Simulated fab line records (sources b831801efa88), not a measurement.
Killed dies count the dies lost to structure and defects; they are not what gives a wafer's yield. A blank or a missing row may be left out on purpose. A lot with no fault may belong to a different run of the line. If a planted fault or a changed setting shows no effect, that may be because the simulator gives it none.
Check for tools in common | flow sky130 | 11 lots and 33 wafers in the sample

## WHY THIS WAS OPENED
3 of 11 lots carry a flag on the reading RES_XHIGH_TW at SKY_RES_XHIGH_TW_MEAS_09. No-fault wafers: 1636, standard deviation 9.7.
Rule: a lot is flagged when every wafer of it that has a number lies more than 4 standard deviations from that mean, or none has a number. The other lots count as sound.

lot  | measured     | on           | RES_XHIGH_TW, wafer by wafer | flag
L708 | day 27 02:23 | filmMetro-03 | 1655 1646 1653               | 
L711 | day 28 04:14 | filmMetro-02 | 1637 1635 1639               | 
L714 | day 29 08:23 | filmMetro-03 | 1642 1645 1642               | 
L716 | day 29 23:38 | filmMetro-03 | 1651 1640 1635               | 
L717 | day 30 04:24 | filmMetro-03 | 2024 2015 2026               | FLAGGED
L718 | day 30 07:50 | filmMetro-03 | 2006 2004 2015               | FLAGGED
L720 | day 31 06:58 | filmMetro-01 | 1999 2004 2002               | FLAGGED
L721 | day 31 10:57 | filmMetro-02 | 1618 1621 1639               | 
L729 | day 33 20:04 | filmMetro-02 | 1634 1633 1629               | 
L728 | day 33 20:58 | filmMetro-02 | 1625 1629 1623               | 
L730 | day 34 02:03 | filmMetro-02 | 1626 1633 1628               | 
Average over the flagged lots: 2011; offset from the usual +375, equal to +39 standard deviations.

## WHICH TOOL RAN EACH LOT
2 process steps preceding the reading are held in the record, out of 708 steps in the route. Every cell lists first the tool, next ch and the chambers used by the sampled wafers, and last the start.
lot  | flag    | SKY_RES_XHIGH_IMPLANT_07        | SKY_RES_XHIGH_STRIP_08
L708 |         | implanter-01 ch 0, day 27 02:10 | plasmaAsher-01 ch 0,1, day 27 02:17
L711 |         | implanter-04 ch 0, day 28 04:00 | plasmaAsher-02 ch 0,1, day 28 04:08
L714 |         | implanter-01 ch 0, day 29 08:10 | plasmaAsher-02 ch 0,1, day 29 08:17
L716 |         | implanter-03 ch 0, day 29 23:23 | plasmaAsher-01 ch 0,1, day 29 23:32
L717 | FLAGGED | implanter-01 ch 0, day 30 03:50 | plasmaAsher-02 ch 0,1, day 30 04:18
L718 | FLAGGED | implanter-01 ch 0, day 30 07:16 | plasmaAsher-03 ch 0, day 30 07:44
L720 | FLAGGED | implanter-01 ch 0, day 31 06:16 | plasmaAsher-01 ch 0,1, day 31 06:52
L721 |         | implanter-03 ch 0, day 31 10:44 | plasmaAsher-02 ch 0,1, day 31 10:52
L729 |         | implanter-03 ch 0, day 33 19:50 | plasmaAsher-01 ch 0,1, day 33 19:58
L728 |         | implanter-01 ch 0, day 33 20:44 | plasmaAsher-01 ch 0,1, day 33 20:52
L730 |         | implanter-04 ch 0, day 34 01:50 | plasmaAsher-01 ch 0,1, day 34 01:58
These steps, and what they do:
- SKY_RES_XHIGH_IMPLANT_07
- SKY_RES_XHIGH_STRIP_08: strips in O2/N2.
- SKY_RES_XHIGH_TW_MEAS_09

## FLAGGED OVER TOTAL, TOOL BY TOOL (the gauges that took the reading come last)
step                     | tool           | lots run | flagged | share of the flagged lots | sound lots run after its first flagged lot
SKY_RES_XHIGH_IMPLANT_07 | implanter-01   | 6        | 3       | all                       | 1 (L728)
SKY_RES_XHIGH_IMPLANT_07 | implanter-03   | 3        | 0       | none                      | -
SKY_RES_XHIGH_IMPLANT_07 | implanter-04   | 2        | 0       | none                      | -
SKY_RES_XHIGH_STRIP_08   | plasmaAsher-01 | 6        | 1       | some                      | 3 (L729,L728,L730)
SKY_RES_XHIGH_STRIP_08   | plasmaAsher-02 | 4        | 1       | some                      | 1 (L721)
SKY_RES_XHIGH_STRIP_08   | plasmaAsher-03 | 1        | 1       | some                      | 0
SKY_RES_XHIGH_TW_MEAS_09 | filmMetro-01   | 1        | 1       | some                      | 0
SKY_RES_XHIGH_TW_MEAS_09 | filmMetro-02   | 5        | 0       | none                      | -
SKY_RES_XHIGH_TW_MEAS_09 | filmMetro-03   | 5        | 2       | some                      | 0

## WHAT THE TABLE ALLOWS
Rows of the table that ran each flagged lot: 1, that is implanter-01 at SKY_RES_XHIGH_IMPLANT_07.
- implanter-01 at SKY_RES_XHIGH_IMPLANT_07 ran 6 lots, 3 of them flagged. After the first flagged lot (L728), sound lots still ran on it; a lasting fault on the whole tool would not permit that.
None of the table's rows ran every flagged lot and, after the first, no sound lot.

## WHAT THE SIMULATOR HAD INSERTED
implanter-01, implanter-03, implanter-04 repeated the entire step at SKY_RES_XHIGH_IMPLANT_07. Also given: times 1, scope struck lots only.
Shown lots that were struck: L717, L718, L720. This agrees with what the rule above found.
